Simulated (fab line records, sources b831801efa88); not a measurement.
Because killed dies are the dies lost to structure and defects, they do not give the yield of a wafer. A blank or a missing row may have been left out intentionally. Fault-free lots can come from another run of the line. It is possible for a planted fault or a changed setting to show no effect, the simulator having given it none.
A struck lot beside a sound one / flow sky130 / 28 steps out of a route of 708
Sound: the wafers L310.2, L310.3, L310.6. Struck: wafer L319.5 (left out: L319.1, L319.2 of the same lot, which were not struck); the cause appears at the end.
At each step with rows: each side's tool, then ch and its chambers, then its first start. Under that, the readings that differ: sound wafers / struck wafers / difference of the means / sigmas: that difference in standard deviations of wafers without a fault.
alike: a reading whose means differ by less than 2 such deviations, as well as words and numbers matching on both sides. not compared: withheld readings; readings where some wafer has no value; bounds like >300 that might hide an equal value; numbers whose values overlap and for which the record gives no deviation.
A row with sigmas, a row that says differs or no value, or rows on one side alone: a step with any of these is where the two part. Numbers that don't overlap but have no deviation are shown without sigmas and don't part them. A reading missing from all wafers of one side parts the sides only when that side holds two or more wafers.

first, 6 steps without rows for these wafers: SKY_VIA4_ETCH_12 (etches SiO2 in C4F8/O2/Ar, stops on TiN, target depth 580 nm); SKY_VIA4_STRIP_13 (strips in O2/N2); SKY_VIA4_STRIP_14 (strips in post etch residue remover, time 1200 s); SKY_VIA4_CLEAN_15 (cleans in IPA, time 180 s); SKY_VIA4_CLEAN_16 (cleans in O3/DIW); SKY_VIA4_SPUTTER_17 (material TiN, target thk 20 nm, time 80 s).
SKY_VIA4_CVD_18: deposits W, target thk 505 nm, time 152.14 s.
  sound on cvd w-02 ch 1, day 44 00:05; struck on cvd w-02 ch 0, day 46 23:43
  alike: heater power w
  not compared: since wet clean h
SKY_VIA4_RS_MEAS_19: the measuring method here is four-point-probe.
  sound on film metro-02, day 44 00:15; struck on film metro-01, day 46 23:52
  alike: VIA4_W_RS
SKY_VIA4_THK_MEAS_20: measures by xrf.
  sound on film metro-02, day 44 00:22; struck on film metro-01, day 46 23:59
  alike: VIA4_W_THK
SKY_VIA4_CMP_21: polishes, stops on SiO2, t overpolish 25 s, target thk 0 nm.
  sound on cmp-02 ch 0,1,3, day 44 00:28; struck on cmp-02 ch 0, day 47 00:08
reading=time to endpoint s (s); sound=117 129 130; struck=139; difference=+14; sigmas=+2
  alike: edge zone pressure frac, motor current A, overpolish run s
SKY_METAL5_SPUTTER_00: material Ti, target thk 15 nm, time 10 s.
  sound on pvd sputter-01, day 44 00:43; struck on pvd sputter-03, day 47 00:20
  alike: throttle valve pct
SKY_METAL5_SPUTTER_01: material TiN, target thk 20 nm, time 16.7 s.
  sound on pvd sputter-01, day 44 00:44; struck on pvd sputter-03, day 47 00:22
  alike: throttle valve pct
SKY_METAL5_SPUTTER_02: material AlCu, target thk 1150 nm, time 61.2 s.
  sound on pvd sputter-01, day 44 00:46; struck on pvd sputter-03, day 47 00:23
reading=model.AlCu_of_METAL5_SPUTTER_02.thk nm (nm); sound=1130 1144 1130; struck=1116; difference=-19; sigmas=
  alike: throttle valve pct
SKY_METAL5_SPUTTER_03: material Ti, target thk 5 nm, time 3.3 s.
  sound on pvd sputter-01, day 44 00:49; struck on pvd sputter-03, day 47 00:26
  alike: throttle valve pct
then, 1 step without rows for these wafers: SKY_METAL5_SPUTTER_04 (material TiN, target thk 70 nm, time 58.3 s).
SKY_METAL5_RS_MEAS_05: the measuring method here is four-point-probe.
  sound on film metro-01, day 44 00:54; struck on film metro-04, day 47 00:31
  alike: METAL5_ALCU_RS
SKY_METAL5_THK_MEAS_06: measures by xrf.
  sound on film metro-01, day 44 01:01; struck on film metro-04, day 47 00:38
  alike: METAL5_ALCU_THK
then, 8 steps without rows for these wafers: SKY_METAL5_DEHYDRATE_07 (time 60 s); SKY_METAL5_HMDS_08 (prime time 60 s); SKY_METAL5_COAT_09 (resist thk 1800 nm); SKY_METAL5_SOFTBAKE_10 (time 60 s); SKY_METAL5_EXPOSE_11 (exposes mask MM5, target cd 1600 nm); SKY_METAL5_PEB_12; SKY_METAL5_DEVELOP_13 (develop time 60 s); SKY_METAL5_DESCUM_14 (chemistry O2, time 11 s).
SKY_METAL5_METAL_ETCH_15: etches the open film in Cl2/BCl3, stops on SiO2, target depth 1260 nm, time 252 s.
  sound on rie metal-04 ch 0,1, day 44 22:05; struck on rie metal-02 ch 1, day 47 20:29
reading=throttle valve pct (%); sound=22.252 22.259 22.257; struck=22.275; difference=+0.019; sigmas=+2
reading=model.METAL5.feature depth nm (nm); sound=1260 1255 1261; struck=1245; difference=-14; sigmas=
reading=model.etch.depth nm (nm); sound=1260 1255 1261; struck=1245; difference=-14; sigmas=
  alike: drypump motor current A, oes product au
  not compared: rf hours counter h
then, 1 step without rows for these wafers: SKY_METAL5_STRIP_16 (strips in O2/N2).
SKY_PAD_OPEN_PROBE_99:
  sound on prober-02, day 46 18:58; struck on prober-01, day 49 17:04
reading=model.etest.met5.rs ohm sq; sound=0.02754 0.02726 0.02755; struck=0.02766; difference=+0.00021; sigmas=
reading=model.etest.met5.line ohm um; sound=0.01713 0.01718 0.0172; struck=0.01738; difference=+0.00021; sigmas=
  alike: defect limited yield, killed_at_M0_to_M3, killed_at_M4_up, killed at contacts, killed at front end, killed at other, killed dies, killed open, killed short, sort_bin_3_pad_short, sort_bin_5_function, sort_bin_6_memory, sort n pass, sort yield pct

== WHERE THEY PART ==
Last at SKY_METAL5_METAL_ETCH_15 as far as this record goes, first at SKY_VIA4_CMP_21. Later steps at which nothing parts them and some readings are alike: SKY_PAD_OPEN_PROBE_99.

WHY: what the simulator had put in
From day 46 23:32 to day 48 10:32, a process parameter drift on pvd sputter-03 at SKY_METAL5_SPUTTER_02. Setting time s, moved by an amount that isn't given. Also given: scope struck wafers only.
